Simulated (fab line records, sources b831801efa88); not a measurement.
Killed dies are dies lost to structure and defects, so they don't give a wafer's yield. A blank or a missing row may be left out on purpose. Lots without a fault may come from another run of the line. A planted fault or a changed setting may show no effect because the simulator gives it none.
Chamber matching | flow sky130 | SKY_VIA3_CMP_24 on cmp-01: 4 sister chambers
The step polishes, stops on SiO2, t overpolish 20 s, target thk 0 nm. 8 wafers are shown with their chamber, then 8 later ones without.

WAFERS WITH THEIR CHAMBER
wafer  | chamber | motor_current_A (A) | time_to_endpoint_s (s)
L202.1 | 1       | 9.2                 | 94
L203.4 | 1       | 9.9                 | 91
L203.6 | 3       | 9.7                 | 98
L206.3 | 0       | 11.1                | 94
L211.1 | 0       | 11.2                | 99
L211.2 | 2       | 10.0                | 92
L211.6 | 3       | 10.0                | 94
L219.1 | 2       | 9.1                 | 97

WAFERS WITHOUT THEIR CHAMBER
wafer  | motor_current_A (A) | time_to_endpoint_s (s)
L219.3 | 9.9                 | 96
L219.6 | 11.4                | 99
L221.4 | 9.6                 | 94
L221.5 | 10.1                | 95
L221.6 | 9.7                 | 90
L222.3 | 9.5                 | 94
L222.4 | 9.4                 | 90
L222.6 | 9.2                 | 90

WHICH CHAMBER EACH WENT THROUGH
wafer  | from the rows above               | in truth
L219.3 | can't be placed: 3 or 2 or 1      | 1
L219.6 | 0                                 | 0
L221.4 | can't be placed: 2 or 1 or 3      | 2
L221.5 | can't be placed: 3 or 2 or 1 or 0 | 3
L221.6 | can't be placed: 1 or 2 or 3      | 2
L222.3 | can't be placed: 2 or 1 or 3      | 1
L222.4 | can't be placed: 1 or 2 or 3      | 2
L222.6 | can't be placed: 1 or 2 or 3      | 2
Placed correctly: 1 of 8. Can't be placed from these rows: 7 (the true chamber is among the candidates in 7). Placed wrongly: 0.
How it was worked out, from the rows above alone: a wafer's distance from a chamber is the root of the sum, over the readings, of the square of ((its reading less the chamber's mean) divided by the reading's scatter). The wafer belongs to the nearest chamber; if the next one is less than 2 further off, it can't be placed. A chamber's mean is the mean of its shown wafers. The scatter: the root of (the sum of the squares of (reading less its chamber's mean) over the shown wafers, divided by (wafers less chambers)).
